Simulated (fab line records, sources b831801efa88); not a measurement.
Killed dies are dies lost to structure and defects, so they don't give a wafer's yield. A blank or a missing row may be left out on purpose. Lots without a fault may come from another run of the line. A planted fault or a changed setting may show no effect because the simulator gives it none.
Problem report in the 8D (eight disciplines) form, filled by code | flow gf180mcu | the parts of the form that need people (team, actions taken, sign-off) are left out

1. THE PROBLEM
NSD_RS at GF_PSD_RS_MEAS_14 reads a mean of 44.85 ohm/sq on 6 wafers of 3 lots; wafers without a fault read 46.18 ohm/sq with a standard deviation of 0.092. That is -14 standard deviations from the usual mean.
The step: measures by four-point-probe.
First seen on wafer L583.5, day 18 21:20, on film_metro-01. The record holds 40 wafers of 14 lots with a number at this step. Rule for "out", or "out of limits": more than 4 standard deviations from the usual mean. The other wafers with a number count as sound.

2. WHAT IT IS AND WHAT IT IS NOT
question                    | is                                             | is not
which readings at this step | NSD_RS                                         | -
which lots                  | L583, L584, L586                               | L572, L573, L574, L576, L577, L578, L580, L589, L591, L592, L593
which wafers of those lots  | L583.5, L583.6, L584.5, L584.6, L586.5, L586.6 | L584.4
read on which gauges        | film_metro-01, film_metro-03                   | film_metro-02
when                        | from day 18 21:20                              | up to then (21 sound wafers); but 13 sound wafers of L584, L589, L591, L592, L593 came after

3. SUSPECTS, AND WHAT RULES EACH OUT
Counting: a tool at a process step up to the reading stays a suspect if it ran every lot that is out. Sound lots after the first of them don't rule it out here, since some wafers of a struck lot are sound.
- the gauge at GF_PSD_RS_MEAS_14: ruled out. The wafers that are out were read on 2 gauges (film_metro-01, film_metro-03).
- rtp_anneal-02 at GF_PSD_RTA_13 (time 20 s): kept. It ran every lot that is out, first L583 (day 18 21:14); its last sound lot up to then is L580 (day 17 15:40). Its own readings are out on those wafers: run_length_s.
Left after counting: rtp_anneal-02 at GF_PSD_RTA_13.

4. THE CAUSE (what the simulator had put in)
Process parameter drift: rtp_anneal-02, from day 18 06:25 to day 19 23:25, at GF_PSD_RTA_13. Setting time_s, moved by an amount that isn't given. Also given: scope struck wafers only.
Counting left only this tool.

5. THE CHAIN OF EFFECTS, in route order
Each row: a reading whose mean over the struck wafers that have a number lies more than 3 standard deviations from the usual. Only readings for which the record gives a usual standard deviation are gone through. hours: the time from each lot's start at the first step in this table that gives one to its start at this step, as a median over the lots. sigmas: the change in usual standard deviations.
hours | step              | reading      | usual         | on struck wafers | change | sigmas
0     | GF_PSD_RTA_13     | run_length_s | 49.0 s        | 55.6             | +6.6   | +13
0     | GF_PSD_RS_MEAS_14 | NSD_RS       | 46.18 ohm/sq  | 44.85            | -1.33  | -14
0     | GF_PSD_RS_MEAS_15 | PSD_RS       | 108.62 ohm/sq | 105.44           | -3.18  | -11
The process steps in it:
- GF_PSD_RTA_13: time 20 s.

6. WHAT WOULD HAVE CAUGHT IT SOONER
In this record the first reading out of limits at a measuring or inspecting step was taken at day 18 21:20, 15 hours after the fault began at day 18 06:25.
The tool's own readings at GF_PSD_RTA_13 were out on every struck wafer that the step has a row for (run_length_s): an alarm limit on them would have fired on the first of those.
Of the lots that are out (3), L584, L586 began GF_PSD_RTA_13 on rtp_anneal-02 after day 18 21:20. A hold on the tool at that time would have spared those 2.
